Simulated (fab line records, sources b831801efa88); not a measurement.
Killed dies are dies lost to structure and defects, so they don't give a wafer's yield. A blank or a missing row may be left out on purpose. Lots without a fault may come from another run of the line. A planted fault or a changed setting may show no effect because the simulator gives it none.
One fault seen from 2 desks | flow gf180mcu | each desk has only its own numbers; what lay behind them comes last

THE METROLOGY DESK
What the gauges read, lot by lot, whatever tool the lot ran on: means of the sampled wafers that have a number. A lot is out of limits, marked OUT, if its mean lies more than 4 standard deviations from the usual mean; the brackets give that distance.
Columns: A = VT_IMPLANT_3_TW at GF_VT_IMPLANT_TW_MEAS_32, usual 266.6; B = LVPWELL_RS at GF_VT_IMPLANT_RS_MEAS_48, usual 1195 ohm/sq; C = MVPSD_RS at GF_VT_IMPLANT_RS_MEAS_49, usual 1167.9 ohm/sq
lot  | first seen here | A     | B              | C
L978 | day 6 20:28     | 262.9 | 1189           | 1166.1
L982 | day 7 19:35     | 262.1 | 1194           | 1166.0
L984 | day 8 11:22     | 262.9 | 1192           | 1165.4
L985 | day 8 15:46     | 262.9 | 1191           | 1165.8
L986 | day 8 22:20     | 268.0 | 1191           | 1165.9
L987 | day 9 05:10     | 267.6 | 1192           | 1165.7
L994 | day 11 08:29    | 268.0 | 1193           | 1166.4
L995 | day 11 13:44    | 270.2 | 1151 (-14) OUT | 1167.5
L996 | day 11 19:32    | 269.1 | 1149 (-15) OUT | 1172.3
L997 | day 12 03:02    | 268.0 | 1196           | 1169.0
L101 | day 13 02:11    | 267.9 | 1199           | 1170.5
This desk's finding: out of limits on L995, L996; first on L995, day 12 09:21 (LVPWELL_RS at GF_VT_IMPLANT_RS_MEAS_48). In limits: L978, L982, L984, L985, L986, L987, L994, L997, L101.

THE TOOL OWNER'S DESK: implanter-02
The tool's own readings at GF_LVPWELL_IMPLANT_08: means of the sampled wafers that have a number, for each lot that ran on this tool. A lot is out of limits, marked OUT, if its mean lies more than 4 standard deviations from the usual mean; the brackets give that distance.
Columns: A = dose_ions_cm2 at GF_LVPWELL_IMPLANT_08, usual 1.5e+13; B = faraday_current_uA at GF_LVPWELL_IMPLANT_08, usual 84.6
lot  | first seen here | A                 | B
L978 | day 3 21:07     | 1.5e+13           | 83.7
L982 | day 4 18:02     | 1.5e+13           | 83.6
L985 | day 5 10:56     | 1.5e+13           | 85.0
L986 | day 5 16:53     | 1.5e+13           | 84.7
L987 | day 5 21:50     | 1.5e+13           | 83.9
L995 | day 7 22:23     | 1.6e+13 (+66) OUT | 90.7
L996 | day 8 01:26     | 1.6e+13 (+68) OUT | 92.2 (+4.5) OUT
This desk's finding: out of limits on L995, L996; first on L995, day 7 22:23 (dose_ions_cm2 at GF_LVPWELL_IMPLANT_08). In limits: L978, L982, L985, L986, L987.

PUT TOGETHER
The tool owner's desk could have raised an alarm at day 7 22:23, on L995, L996.
The metrology desk could have raised an alarm at day 12 09:21, on L995, L996.
Of the lots named, all ran GF_LVPWELL_IMPLANT_08 on implanter-02.

WHAT THE SIMULATOR HAD PUT IN
Process parameter drift: implanter-02, from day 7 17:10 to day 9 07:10, at GF_LVPWELL_IMPLANT_08. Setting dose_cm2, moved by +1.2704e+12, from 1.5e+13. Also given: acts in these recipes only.
Lots struck among those shown: L995, L996.
Hours from the fault's start to each desk's first reading out of limits: the tool owner's desk, 5; the metrology desk, 112.
